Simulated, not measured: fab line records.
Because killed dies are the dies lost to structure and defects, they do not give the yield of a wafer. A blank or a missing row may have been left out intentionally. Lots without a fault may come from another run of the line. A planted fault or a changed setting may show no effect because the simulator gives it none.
Comparing a struck lot with a sound one / flow sfq-line / 41 steps out of a route of 325
Sound: these wafers, L146.2, L146.5, L146.6. Struck: wafer L151.2. (L151.3, L151.4 of the same lot were not struck and are left out.) The cause comes at the end.
At each step with rows: each side's tool, then ch and its chambers, then its first start. Under that, the readings that differ: sound wafers / struck wafers / difference of the means / sigmas: that difference in standard deviations of wafers without a fault.
alike: words and numbers the same on both sides, and readings whose means are apart by under 2 such deviations; not compared: readings that were withheld, readings missing a value for some wafer, numbers with overlapping values and no deviation given by the record, and bounds like >300 which may hide the same value.
The two part at a step that has a row with sigmas, a row that says differs or no value, or rows on one side only. When numbers do not overlap yet have no deviation, they are printed without sigmas and do not part them. A reading that every wafer of one side lacks parts them only if that side has two wafers or more.

first, 6 steps without rows for these wafers: SFQ_TRILAYER_I6_VIA_LITHO_COAT_174 (resist thk 62 nm); SFQ_TRILAYER_I6_VIA_LITHO_COAT_169 (resist thk 650 nm); SFQ_TRILAYER_I6_VIA_LITHO_SOFTBAKE_173; SFQ_TRILAYER_I6_VIA_LITHO_EXPOSE_170 (exposes mask I6, target cd 700 nm); SFQ_TRILAYER_I6_VIA_LITHO_PEB_172 (peb time 60 s); SFQ_TRILAYER_I6_VIA_LITHO_DEVELOP_171 (time 60 s).
SFQ_I6_OVL_MEAS_942:
  sound on overlay-01 at day 82 23:50; struck on overlay-01 at day 84 01:02
reading=I6_OVL (nm); sound=-6 -7 -3; struck=-17; difference=-12; sigmas=-2
then, 2 steps without rows for these wafers: SFQ_TRILAYER_I6_VIA_BARC_OPEN_VIA_ETCH_235 (etches BARC in O2, target depth 125 nm, time 41.7 s); SFQ_TRILAYER_I6_VIA_ETCH_VIA_ETCH_172 (etches SiO2 in CHF3, stops on Nb, target depth 260 nm).
SFQ_TRILAYER_I6_VIA_STRIP_STRIP_173: strips in O2.
  sound on rie-metal-03 ch 0,1, day 83 00:01; struck on rie-metal-04 ch 0, day 84 01:13
reading=drypump-motor-current-A (A); sound=5.3 5.4 5.3; struck=6.2; difference=+0.9; sigmas=+2
  alike: oes-product-au
  not compared: rf-hours-counter-h
then, 2 steps without rows for these wafers: SFQ_TRILAYER_I6_VIA_STRIP_SOLV_CLEAN_174 (cleans in NMP, time 600 s); SFQ_TRILAYER_M7_DEP_PRE_CLEAN_176 (time 22.5 s).
SFQ_TRILAYER_M7_DEP_SPUTTER_175: material Nb, target thk 200 nm, time 133.3 s.
  sound on pvd-sputter-06 at day 83 00:49; struck on pvd-sputter-06 at day 84 02:01
reading=model.Nb_of_TRILAYER_M7_DEP_SPUTTER_175.thk-nm (nm); sound=199.5 199.2 200.2; struck=115.2; difference=-84.4; sigmas=
  alike: base-pressure-pa, throttle-valve-pct
SFQ_M7_RS_MEAS_943: the measuring method here is four-point-probe.
  sound on film-metro-04 at day 83 00:56; struck on film-metro-02 at day 84 02:25
reading=M7_NB_RS (ohm/sq); sound=0.893 0.893 0.890; struck=1.558; difference=+0.666; sigmas=+78
  not compared: hold
then, 5 steps without rows for these wafers: SFQ_TRILAYER_M7_LITHO_COAT_177 (resist thk 600 nm); SFQ_TRILAYER_M7_LITHO_SOFTBAKE_181; SFQ_TRILAYER_M7_LITHO_EXPOSE_178 (exposes mask M7, target cd 500 nm); SFQ_TRILAYER_M7_LITHO_PEB_180 (peb time 60 s); SFQ_TRILAYER_M7_LITHO_DEVELOP_179 (time 60 s).
-- the record jumps here: 3 days lie between the struck wafers' starts before and after --
SFQ_M7_OVL_MEAS_945:
  sound on overlay-01 at day 85 21:23; struck on overlay-01 at day 86 23:47
  alike: M7_OVL
then, 1 step without rows for these wafers: SFQ_TRILAYER_M7_BARC_OPEN_METAL_ETCH_229 (etches BARC in O2, target depth 125 nm, time 41.7 s).
SFQ_TRILAYER_M7_ETCH_METAL_ETCH_180: etches Nb in Cl2/Ar, stops on SiO2, target depth 240 nm, time 120 s.
  sound on rie-metal-01 ch 0,1, day 85 21:28; struck on rie-metal-01 ch 0, day 86 23:52
reading=oes-product-au (a.u.); sound=0.898 0.892 0.894; struck=0.678; difference=-0.217; sigmas=-33
  alike: drypump-motor-current-A
  not compared: rf-hours-counter-h
then, 2 steps without rows for these wafers: SFQ_TRILAYER_M7_STRIP_STRIP_181 (strips in O2); SFQ_TRILAYER_M7_STRIP_SOLV_CLEAN_182 (cleans in NMP, time 600 s).
SFQ_TRILAYER_I7_DEP_PECVD_183: deposits SiO2 from SiH4/N2O, time 111.11 s, target thk 500 nm.
  sound on pecvd-01 ch 0,2, day 85 22:22; struck on pecvd-04 ch 0, day 87 00:46
reading=throttle-valve-pct (%); sound=26.0 28.0 26.1; struck=23.4; difference=-3.3; sigmas=-2
  alike: heater-power-w
SFQ_TRILAYER_I7_CMP_CMP_184: polishes SiO2.
  sound on cmp-01 ch 0,2,3, day 86 04:17; struck on cmp-02 ch 3, day 87 02:08
  alike: motor-current-A, retaining-ring-pressure-frac, time-to-endpoint-s
SFQ_I7_BOW_MEAS_946:
  sound on film-metro-03 at day 86 06:18; struck on film-metro-02 at day 87 05:10
  alike: I7_BOW
then, 7 steps without rows for these wafers: SFQ_TRILAYER_I7_METRO_MEASURE_185; SFQ_TRILAYER_I7_VIA_LITHO_COAT_192 (resist thk 62 nm); SFQ_TRILAYER_I7_VIA_LITHO_COAT_187 (resist thk 650 nm); SFQ_TRILAYER_I7_VIA_LITHO_SOFTBAKE_191; SFQ_TRILAYER_I7_VIA_LITHO_EXPOSE_188 (exposes mask I7, target cd 1000 nm); SFQ_TRILAYER_I7_VIA_LITHO_PEB_190 (peb time 60 s); SFQ_TRILAYER_I7_VIA_LITHO_DEVELOP_189 (time 60 s).
-- the record jumps here: 4 days lie between the struck wafers' starts before and after --
SFQ_I7_OVL_MEAS_947:
  sound on overlay-01 at day 89 13:58; struck on overlay-01 at day 90 19:03
  alike: I7_OVL
then, 1 step without rows for these wafers: SFQ_TRILAYER_I7_VIA_BARC_OPEN_VIA_ETCH_260 (etches BARC in O2, target depth 125 nm, time 41.7 s).
SFQ_TRILAYER_I7_VIA_ETCH_VIA_ETCH_190: etches SiO2 in CHF3, stops on Nb, target depth 260 nm.
  sound on rie-diel-02 ch 2,3, day 89 14:02; struck on rie-diel-02 ch 0, day 90 19:07
  alike: drypump-motor-current-A, oes-product-au
SFQ_TRILAYER_I7_VIA_STRIP_STRIP_191: strips in O2.
  sound on rie-metal-04 ch 0,1, day 89 14:08; struck on rie-metal-01 ch 1, day 90 19:14
  alike: drypump-motor-current-A, oes-product-au
  not compared: rf-hours-counter-h
then, 2 steps without rows for these wafers: SFQ_TRILAYER_I7_VIA_STRIP_SOLV_CLEAN_192 (cleans in NMP, time 600 s); SFQ_TRILAYER_M8_LITHO_LOR_COAT_197.
-- the record jumps here: 3 days lie between the struck wafers' starts before and after --
SFQ_M8_BOW_MEAS_951:
  sound on film-metro-03 at day 89 18:52; struck on film-metro-04 at day 93 17:26
reading=model.etest.m7.ohm-um; sound=1.782 1.794 1.774; struck=3.091; difference=+1.308; sigmas=
reading=model.etest.i6.link-ohm; sound=1.87 1.874 1.874; struck=2.581; difference=+0.708; sigmas=
reading=model.etest.i7.link-ohm; sound=1.052 1.055 1.049; struck=1.708; difference=+0.656; sigmas=
reading=model.etest.m7.ohm-sq; sound=0.8923 0.8936 0.8889; struck=1.546; difference=+0.654; sigmas=
  alike: M8_BOW

== WHERE THEY PART ==
First at SFQ_I6_OVL_MEAS_942; last, within this record, at SFQ_TRILAYER_I7_DEP_PECVD_183. Later steps at which nothing parts them and some readings are alike: SFQ_TRILAYER_I7_CMP_CMP_184, SFQ_I7_BOW_MEAS_946, SFQ_I7_OVL_MEAS_947, SFQ_TRILAYER_I7_VIA_ETCH_VIA_ETCH_190, SFQ_TRILAYER_I7_VIA_STRIP_STRIP_191, SFQ_M8_BOW_MEAS_951.

WHY: whatever the simulator had introduced
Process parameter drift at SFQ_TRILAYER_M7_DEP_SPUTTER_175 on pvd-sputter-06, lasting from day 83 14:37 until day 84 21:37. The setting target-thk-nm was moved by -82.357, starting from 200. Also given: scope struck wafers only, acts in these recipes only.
